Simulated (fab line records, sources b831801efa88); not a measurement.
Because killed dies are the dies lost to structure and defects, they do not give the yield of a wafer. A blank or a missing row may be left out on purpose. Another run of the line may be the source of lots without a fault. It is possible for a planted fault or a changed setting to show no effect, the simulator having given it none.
Problem report, 8D (eight disciplines) form, completed by code | flow sky130 | the parts of the form that need people (team, actions taken, sign-off) are left out

== 1. WHAT IS WRONG ==
run length s at SKY_METAL3_ETCH_16 reads a mean of 123.7 s on 3 wafers of 2 lots; wafers without a fault read 116.3 s with a standard deviation of 0.4. That is +18 standard deviations from the usual mean.
The step: etches BARC in N2/H2, stops on SiO2, time 88.2 s, target depth 60 nm.
The first sign was on wafer L617.4 at day 41 10:55, on rie metal-04. The record holds 17 wafers of 6 lots with a number at this step. The rule behind "out" and "out of limits": a value lying over 4 standard deviations away from the usual mean. All remaining wafers that have a number are taken as sound.

== 2. WHAT IT IS, WHAT IT ISN'T ==
question                    | is                           | is not
which readings at this step | run length s, oes product au | drypump motor current A, h2 flow sccm
which lots                  | L617, L620                   | L607, L609, L628, L630
which wafers of those lots  | L617.4, L620.1, L620.4       | L617.6, L620.3
read on which tools         | rie metal-04                 | rie metal-01
when                        | from day 41 10:55            | up to then (7 sound wafers); but 7 sound wafers of L620, L628, L630 came after

== 3. SUSPECTS, AND WHAT RULES EACH OUT ==
Counting: a tool at a process step up to the reading stays a suspect if it ran every lot that is out. Sound lots after the first of them don't rule it out here, since some wafers of a struck lot are sound.
- rie metal-04 at SKY_METAL3_DESCUM_15 (chemistry O2, time 8 s): kept. It ran every lot that is out, first L617 (day 41 10:52); its last sound lot up to then is L609 (day 39 05:20).
- rie metal-04 at SKY_METAL3_ETCH_16 (etches BARC in N2/H2, stops on SiO2, time 88.2 s, target depth 60 nm): kept. It ran every lot that is out, first L617 (day 41 10:55); its last sound lot up to then is L609 (day 39 05:22). Its own readings are out on those wafers: oes product au, run length s.
What counting leaves: rie metal-04 at SKY_METAL3_DESCUM_15 and rie metal-04 at SKY_METAL3_ETCH_16.

== 4. THE CAUSE (what the simulator had put in) ==
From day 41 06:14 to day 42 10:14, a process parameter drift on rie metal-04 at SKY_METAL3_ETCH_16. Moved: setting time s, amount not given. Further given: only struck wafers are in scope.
Counting leaves 2 suspects; this tool is one of them.

== 5. SEQUENCE OF EFFECTS, ordered by route ==
Rows list readings where the struck wafers' mean (over those with a number) sits beyond 3 standard deviations from the usual. Scope: only readings with a usual standard deviation given in the record; hours: median across lots of the time from each lot's start at the first step in this table that gives one to its start at this step; sigmas: change in usual standard deviations.
hours | step               | reading        | usual      | on struck wafers | change | sigmas
0     | SKY_METAL3_ETCH_16 | oes product au | 0.625 a.u. | 0.605            | -0.020 | -4.8
0     | SKY_METAL3_ETCH_16 | run length s   | 116.3 s    | 123.7            | +7.4   | +18
It contains these process steps:
- SKY_METAL3_ETCH_16: etches BARC in N2/H2, stops on SiO2, time 88.2 s, target depth 60 nm.

== 6. WHAT WOULD HAVE CAUGHT IT SOONER ==
The fault began at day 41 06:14; the first out-of-limits reading in this record came at day 41 10:55, 5 hours later.
